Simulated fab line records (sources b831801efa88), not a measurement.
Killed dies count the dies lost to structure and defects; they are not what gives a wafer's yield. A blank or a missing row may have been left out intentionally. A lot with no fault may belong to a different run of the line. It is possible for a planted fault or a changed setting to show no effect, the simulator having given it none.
Which tool was responsible? + flow gf180mcu + 39 wafers from 13 lots sampled at 2 of the route's 602 steps

WHAT EACH GAUGE READ, for each wafer
GF_STI_THK_MEAS_02. Usual: STI_OXIDATION_THK 9.98 nm, standard deviation 0.23.
| lot  | measured    | on            | STI_OXIDATION_THK (nm) | flag |
|------|-------------|---------------|------------------------|------|
| L751 | day 1 21:31 | film-metro-03 | 9.71 9.88 9.88         |      |
| L752 | day 2 03:59 | film-metro-04 | 9.69 9.62 9.69         |      |
| L757 | day 3 04:46 | film-metro-04 | 9.84 9.87 9.78         |      |
| L758 | day 3 12:23 | film-metro-04 | 10.17 10.19 10.12      |      |
| L762 | day 4 06:18 | film-metro-04 | 9.75 9.52 9.80         |      |
| L763 | day 4 13:41 | film-metro-03 | 10.36 10.13 10.06      |      |
| L764 | day 4 15:15 | film-metro-02 | 10.15 10.05 9.94       |      |
| L766 | day 5 02:00 | film-metro-03 | 9.99 10.20 10.03       |      |
| L767 | day 5 05:32 | film-metro-02 | 10.11 9.98 10.39       |      |
| L768 | day 5 14:34 | film-metro-02 | 10.18 10.25 10.03      |      |
| L769 | day 5 17:12 | film-metro-03 | 9.83 9.92 9.91         |      |
| L771 | day 6 04:14 | film-metro-03 | 10.22 10.17 10.17      |      |
| L772 | day 6 08:18 | film-metro-02 | 10.29 10.28 10.33      |      |

GF_STI_THK_MEAS_04. Usual: STI_CVD_03_THK 207.8 nm, standard deviation 2.3.
| lot  | measured    | on            | STI_CVD_03_THK (nm) | flag |
|------|-------------|---------------|---------------------|------|
| L751 | day 1 23:34 | film-metro-04 | 209.1 208.1 210.7   |      |
| L752 | day 2 06:01 | film-metro-02 | 207.5 209.5 207.7   |      |
| L757 | day 3 06:49 | film-metro-04 | 208.0 209.6 209.1   |      |
| L758 | day 3 14:26 | film-metro-04 | 209.4 208.4 206.5   |      |
| L762 | day 4 08:20 | film-metro-02 | 207.5 207.9 207.5   |      |
| L763 | day 4 15:43 | film-metro-03 | 208.7 210.4 208.6   |      |
| L764 | day 4 17:43 | film-metro-02 | 204.3 203.0 203.7   |      |
| L766 | day 5 04:03 | film-metro-03 | 206.0 206.9 206.4   |      |
| L767 | day 5 07:35 | film-metro-02 | 206.9 208.5 206.2   |      |
| L768 | day 5 16:37 | film-metro-03 | 208.1 209.5 208.9   |      |
| L769 | day 5 19:15 | film-metro-04 | 206.7 207.6 207.4   |      |
| L771 | day 6 06:17 | film-metro-02 | 208.2 209.7 207.5   |      |
| L772 | day 6 10:20 | film-metro-03 | 208.5 208.5 210.6   |      |

EACH LOT AND THE TOOL THAT RAN IT (in order: tool; ch and the chambers of the sampled wafers; start)
Record: no process step prior to these readings.

WHAT THE TOOLS THEMSELVES READ (means of the sampled wafers that have a number; where no wafer has one, the mark that the record gives instead)
The record holds no such reading with a usual standard deviation.

THE ANSWER, worked out from the rows above alone
Rule: a lot counts as off when the mean over its wafers that have a number is more than 3 standard deviations away from the usual mean. Also off: a lot with no number at a reading for which 4 or more lots have one. All remaining lots with rows at the step are treated as sound. The gauges are gone through in route order, then the tools' own readings, and for those a lot's mean is taken as printed above. At the first step where some lot is off, the reading lying furthest off is the one used; lots without a number count as furthest.
Across all readings shown, no lot is off: no conclusion can be drawn from this.

WHAT THE SIMULATOR HAD PUT IN
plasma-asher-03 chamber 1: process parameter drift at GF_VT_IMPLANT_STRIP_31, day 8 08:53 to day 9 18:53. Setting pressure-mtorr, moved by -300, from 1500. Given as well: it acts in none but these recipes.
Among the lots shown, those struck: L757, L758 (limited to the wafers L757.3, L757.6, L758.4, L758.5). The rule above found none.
